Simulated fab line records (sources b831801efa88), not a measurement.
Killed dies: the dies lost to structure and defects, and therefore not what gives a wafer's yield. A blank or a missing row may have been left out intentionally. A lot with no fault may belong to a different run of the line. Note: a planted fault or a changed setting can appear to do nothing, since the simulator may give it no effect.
The tool behind it: which one? / flow sky130 / Sampling: 11 lots, 33 wafers, 7 of 708 route steps

WHAT THE GAUGES SHOWED, per wafer
SKY_SD_P_TW_MEAS_11.
lot=L208; measured=day 25 21:50; on=film metro-03; SD_P_TW=2863 2856 2862
lot=L209; measured=day 25 23:21; on=film metro-04; SD_P_TW=2870 2854 2849
lot=L212; measured=day 27 03:28; on=film metro-04; SD_P_TW=2868 2859 2855
lot=L213; measured=day 27 12:21; on=film metro-01; SD_P_TW=2841 2862 2854
lot=L214; measured=day 27 22:43; on=film metro-03; SD_P_TW=2787 2775 2785
lot=L215; measured=day 28 07:24; on=film metro-03; SD_P_TW=2791 2798 2778
lot=L225; measured=day 31 10:29; on=film metro-03; SD_P_TW=2852 2842 2845
lot=L226; measured=day 31 23:27; on=film metro-01; SD_P_TW=2802 2817 2815
lot=L228; measured=day 32 05:49; on=film metro-01; SD_P_TW=2836 2820 2839
lot=L230; measured=day 32 22:52; on=film metro-03; SD_P_TW=2839 2838 2839
lot=L231; measured=day 33 06:35; on=film metro-04; SD_P_TW=2860 2847 2867

SKY_SD_N_RS_MEAS_17: measures by four-point-probe.
lot=L208; measured=day 28 06:49; on=film metro-03; SD_P_RS (ohm/sq)=146.5 147.0 146.6
lot=L209; measured=day 28 10:17; on=film metro-04; SD_P_RS (ohm/sq)=146.7 146.9 147.1
lot=L212; measured=day 29 11:21; on=film metro-04; SD_P_RS (ohm/sq)=146.7 146.8 146.9
lot=L213; measured=day 29 20:53; on=film metro-03; SD_P_RS (ohm/sq)=146.5 146.9 146.5
lot=L214; measured=day 30 07:52; on=film metro-04; SD_P_RS (ohm/sq)=149.4 149.2 149.3
lot=L215; measured=day 30 16:39; on=film metro-01; SD_P_RS (ohm/sq)=149.6 149.1 149.3
lot=L225; measured=day 33 17:35; on=film metro-03; SD_P_RS (ohm/sq)=147.5 147.6 148.0
lot=L226; measured=day 34 05:49; on=film metro-04; SD_P_RS (ohm/sq)=146.9 146.8 147.6
lot=L228; measured=day 34 11:02; on=film metro-04; SD_P_RS (ohm/sq)=146.9 147.5 147.4
lot=L230; measured=day 35 04:11; on=film metro-01; SD_P_RS (ohm/sq)=146.9 147.5 147.4
lot=L231; measured=day 35 13:28; on=film metro-03; SD_P_RS (ohm/sq)=146.8 147.0 147.2

SKY_CONTACT_THK_MEAS_01.
lot=L208; measured=day 30 17:07; on=film metro-03; CONTACT_CVD_00_THK (nm)=74.7 76.6 75.3
lot=L209; measured=day 30 21:52; on=film metro-02; CONTACT_CVD_00_THK (nm)=72.8 74.1 72.5
lot=L212; measured=day 31 22:20; on=film metro-03; CONTACT_CVD_00_THK (nm)=74.3 75.0 74.4
lot=L213; measured=day 32 07:16; on=film metro-02; CONTACT_CVD_00_THK (nm)=75.7 75.9 77.6
lot=L214; measured=day 32 18:02; on=film metro-02; CONTACT_CVD_00_THK (nm)=73.1 72.3 73.8
lot=L215; measured=day 33 02:26; on=film metro-01; CONTACT_CVD_00_THK (nm)=73.1 74.5 75.5
lot=L225; measured=day 36 01:59; on=film metro-03; CONTACT_CVD_00_THK (nm)=75.8 75.8 76.7
lot=L226; measured=day 36 14:01; on=film metro-03; CONTACT_CVD_00_THK (nm)=76.4 75.0 76.7
lot=L228; measured=day 36 19:05; on=film metro-02; CONTACT_CVD_00_THK (nm)=74.0 75.6 76.1
lot=L230; measured=day 37 12:06; on=film metro-01; CONTACT_CVD_00_THK (nm)=74.8 74.6 76.7
lot=L231; measured=day 37 21:35; on=film metro-01; CONTACT_CVD_00_THK (nm)=74.9 76.6 76.1

SKY_CONTACT_RS_MEAS_25: measures by four-point-probe.
lot=L208; measured=day 31 22:47; on=film metro-03; CONTACT_W_RS (ohm/sq)=0.331 0.330 0.333
lot=L209; measured=day 32 03:19; on=film metro-01; CONTACT_W_RS (ohm/sq)=0.329 0.333 0.332
lot=L212; measured=day 33 02:24; on=film metro-02; CONTACT_W_RS (ohm/sq)=0.341 0.348 0.342
lot=L213; measured=day 33 11:46; on=film metro-03; CONTACT_W_RS (ohm/sq)=0.339 0.339 0.340
lot=L214; measured=day 33 22:16; on=film metro-03; CONTACT_W_RS (ohm/sq)=0.344 0.334 0.337
lot=L215; measured=day 34 06:22; on=film metro-03; CONTACT_W_RS (ohm/sq)=0.337 0.333 0.340
lot=L225; measured=day 37 05:26; on=film metro-02; CONTACT_W_RS (ohm/sq)=0.336 0.333 0.340
lot=L226; measured=day 37 17:49; on=film metro-01; CONTACT_W_RS (ohm/sq)=0.329 0.336 0.337
lot=L228; measured=day 37 23:40; on=film metro-03; CONTACT_W_RS (ohm/sq)=0.335 0.333 0.338
lot=L230; measured=day 38 15:52; on=film metro-01; CONTACT_W_RS (ohm/sq)=0.337 0.342 0.333
lot=L231; measured=day 39 00:56; on=film metro-01; CONTACT_W_RS (ohm/sq)=0.337 0.343 0.339

TOOL THAT RAN EACH LOT (tool first, then ch and the chambers of the sampled wafers, then the start)
lot=L208; SKY_SD_P_IMPLANT_09=implanter-04 ch 0, day 25 21:35; SKY_SD_P_STRIP_10=plasma asher-01 ch 0,1, day 25 21:44; SKY_CONTACT_ETCH_18=rie diel-04 ch 1,2,3, day 31 22:47 or earlier
lot=L209; SKY_SD_P_IMPLANT_09=implanter-04 ch 0, day 25 23:06; SKY_SD_P_STRIP_10=plasma asher-01 ch 0,1, day 25 23:15; SKY_CONTACT_ETCH_18=rie diel-04 ch 0,1, day 32 03:19 or earlier
lot=L212; SKY_SD_P_IMPLANT_09=implanter-01 ch 0, day 27 03:15; SKY_SD_P_STRIP_10=plasma asher-04 ch 0,1, day 27 03:23; SKY_CONTACT_ETCH_18=rie diel-01 ch 0,1,2, day 33 02:24 or earlier
lot=L213; SKY_SD_P_IMPLANT_09=implanter-04 ch 0, day 27 12:06; SKY_SD_P_STRIP_10=plasma asher-04 ch 0,1, day 27 12:15; SKY_CONTACT_ETCH_18=rie diel-02 ch 1,2, day 33 11:46 or earlier
lot=L214; SKY_SD_P_IMPLANT_09=implanter-04 ch 0, day 27 22:28; SKY_SD_P_STRIP_10=plasma asher-02 ch 0,1, day 27 22:37; SKY_CONTACT_ETCH_18=rie diel-02 ch 1,3, day 33 22:16 or earlier
lot=L215; SKY_SD_P_IMPLANT_09=implanter-04 ch 0, day 28 07:11; SKY_SD_P_STRIP_10=plasma asher-04 ch 0,1, day 28 07:19; SKY_CONTACT_ETCH_18=rie diel-04 ch 0,1,3, day 34 06:22 or earlier
lot=L225; SKY_SD_P_IMPLANT_09=implanter-03 ch 0, day 31 10:14; SKY_SD_P_STRIP_10=plasma asher-01 ch 0,1, day 31 10:23; SKY_CONTACT_ETCH_18=rie diel-01 ch 2,3, day 37 05:26 or earlier
lot=L226; SKY_SD_P_IMPLANT_09=implanter-04 ch 0, day 31 23:12; SKY_SD_P_STRIP_10=plasma asher-04 ch 0,1, day 31 23:21; SKY_CONTACT_ETCH_18=rie diel-04 ch 2,3, day 37 17:49 or earlier
lot=L228; SKY_SD_P_IMPLANT_09=implanter-03 ch 0, day 32 05:35; SKY_SD_P_STRIP_10=plasma asher-02 ch 0,1, day 32 05:43; SKY_CONTACT_ETCH_18=rie diel-02 ch 1,2, day 37 23:40 or earlier
lot=L230; SKY_SD_P_IMPLANT_09=implanter-03 ch 0, day 32 22:38; SKY_SD_P_STRIP_10=plasma asher-04 ch 0,1, day 32 22:45; SKY_CONTACT_ETCH_18=rie diel-01 ch 0,1,2, day 38 15:52 or earlier
lot=L231; SKY_SD_P_IMPLANT_09=implanter-04 ch 0, day 33 06:21; SKY_SD_P_STRIP_10=plasma asher-01 ch 0,1, day 33 06:29; SKY_CONTACT_ETCH_18=rie diel-04 ch 0,3, day 39 00:56 or earlier
- SKY_SD_P_IMPLANT_09
- SKY_SD_P_STRIP_10: strips in O2/N2.
- SKY_CONTACT_ETCH_18: etches Si3N4 in CHF3/O2, stops on TiN, time 39 s, target depth 75 nm.

AS READ BY THE TOOLS THEMSELVES (means over the sampled wafers that have a number; for cases with no such wafer, the mark the record gives instead)
SKY_SD_P_IMPLANT_09.
lot=L208; tool=implanter-04; beam on s (s)=11.9; tilt deg (degrees)=-0.016
lot=L209; tool=implanter-04; beam on s (s)=11.7; tilt deg (degrees)=0.009
lot=L212; tool=implanter-01; beam on s (s)=11.6; tilt deg (degrees)=0.004
lot=L213; tool=implanter-04; beam on s (s)=12.0; tilt deg (degrees)=0.021
lot=L214; tool=implanter-04; beam on s (s)=12.1; tilt deg (degrees)=0.005
lot=L215; tool=implanter-04; beam on s (s)=12.1; tilt deg (degrees)=-0.015
lot=L225; tool=implanter-03; beam on s (s)=14.2; tilt deg (degrees)=-0.013
lot=L226; tool=implanter-04; beam on s (s)=12.0; tilt deg (degrees)=-0.014
lot=L228; tool=implanter-03; beam on s (s)=14.0; tilt deg (degrees)=-0.016
lot=L230; tool=implanter-03; beam on s (s)=14.1; tilt deg (degrees)=-0.007
lot=L231; tool=implanter-04; beam on s (s)=12.0; tilt deg (degrees)=0.005

SKY_SD_P_STRIP_10.
lot=L208; tool=plasma asher-01; drypump motor current A (A)=5.8; oes product au (a.u.)=0.615; strip time to endpoint s (s)=17.55
lot=L209; tool=plasma asher-01; drypump motor current A (A)=5.8; oes product au (a.u.)=0.612; strip time to endpoint s (s)=17.49
lot=L212; tool=plasma asher-04; drypump motor current A (A)=5.3; oes product au (a.u.)=0.618; strip time to endpoint s (s)=17.48
lot=L213; tool=plasma asher-04; drypump motor current A (A)=5.2; oes product au (a.u.)=0.615; strip time to endpoint s (s)=17.51
lot=L214; tool=plasma asher-02; drypump motor current A (A)=6.0; oes product au (a.u.)=0.625; strip time to endpoint s (s)=17.21
lot=L215; tool=plasma asher-04; drypump motor current A (A)=5.2; oes product au (a.u.)=0.622; strip time to endpoint s (s)=17.22
lot=L225; tool=plasma asher-01; drypump motor current A (A)=5.8; oes product au (a.u.)=0.615; strip time to endpoint s (s)=17.50
lot=L226; tool=plasma asher-04; drypump motor current A (A)=5.5; oes product au (a.u.)=0.612; strip time to endpoint s (s)=17.46
lot=L228; tool=plasma asher-02; drypump motor current A (A)=5.8; oes product au (a.u.)=0.620; strip time to endpoint s (s)=17.50
lot=L230; tool=plasma asher-04; drypump motor current A (A)=5.5; oes product au (a.u.)=0.620; strip time to endpoint s (s)=17.48
lot=L231; tool=plasma asher-01; drypump motor current A (A)=5.9; oes product au (a.u.)=0.618; strip time to endpoint s (s)=17.48

SKY_CONTACT_ETCH_18.
lot=L208; tool=rie diel-04; drypump motor current A (A)=6.0; oes product au (a.u.)=0.858; throttle valve pct (%)=8.789
lot=L209; tool=rie diel-04; drypump motor current A (A)=5.9; oes product au (a.u.)=0.843; throttle valve pct (%)=8.785
lot=L212; tool=rie diel-01; drypump motor current A (A)=5.5; oes product au (a.u.)=0.852; throttle valve pct (%)=8.789
lot=L213; tool=rie diel-02; drypump motor current A (A)=5.5; oes product au (a.u.)=0.861; throttle valve pct (%)=8.801
lot=L214; tool=rie diel-02; drypump motor current A (A)=5.5; oes product au (a.u.)=0.843; throttle valve pct (%)=8.792
lot=L215; tool=rie diel-04; drypump motor current A (A)=5.8; oes product au (a.u.)=0.850; throttle valve pct (%)=8.793
lot=L225; tool=rie diel-01; drypump motor current A (A)=5.9; oes product au (a.u.)=0.856; throttle valve pct (%)=8.783
lot=L226; tool=rie diel-04; drypump motor current A (A)=5.9; oes product au (a.u.)=0.862; throttle valve pct (%)=8.785
lot=L228; tool=rie diel-02; drypump motor current A (A)=5.5; oes product au (a.u.)=0.860; throttle valve pct (%)=8.797
lot=L230; tool=rie diel-01; drypump motor current A (A)=5.5; oes product au (a.u.)=0.857; throttle valve pct (%)=8.795
lot=L231; tool=rie diel-04; drypump motor current A (A)=5.7; oes product au (a.u.)=0.862; throttle valve pct (%)=8.790

THE ANSWER, worked out from the rows above alone
Rule: what is usual is taken from the lots themselves. The widest of any qualifying gaps counts: lots, ordered by their means at a reading, are off when they make up no more than a third of the lots, leave a main group of 4 or more, and stand apart from it by 3 or more times the standard deviation of that group's means. A main group is skipped when, at the precision printed for the reading in the tables above, its means are all equal. A lot without any number at a reading at which 4 lots or more have one is off too. Any other lot the step has rows for is counted as sound. Order of review: gauges by route order, followed by the tools' own readings, for which a lot's mean as printed above is used. At the first step where some lot is off, the reading lying furthest off is the one used; lots without a number count as furthest.
Off: L214, L215, at SKY_SD_N_RS_MEAS_17 (SD_P_RS). The main group: mean 147.0 ohm/sq, standard deviation 0.32.
If a tool, at a process step before that reading, ran all the lots that are off and no sound lot after the first of them, it fits. The gauges at SKY_SD_N_RS_MEAS_17 aren't tried: what is off there is off at SKY_SD_P_STRIP_10 too, on other tools, and a gauge's error can't cause that. None of those tried fits.

WHAT THE SIMULATOR HAD PUT IN
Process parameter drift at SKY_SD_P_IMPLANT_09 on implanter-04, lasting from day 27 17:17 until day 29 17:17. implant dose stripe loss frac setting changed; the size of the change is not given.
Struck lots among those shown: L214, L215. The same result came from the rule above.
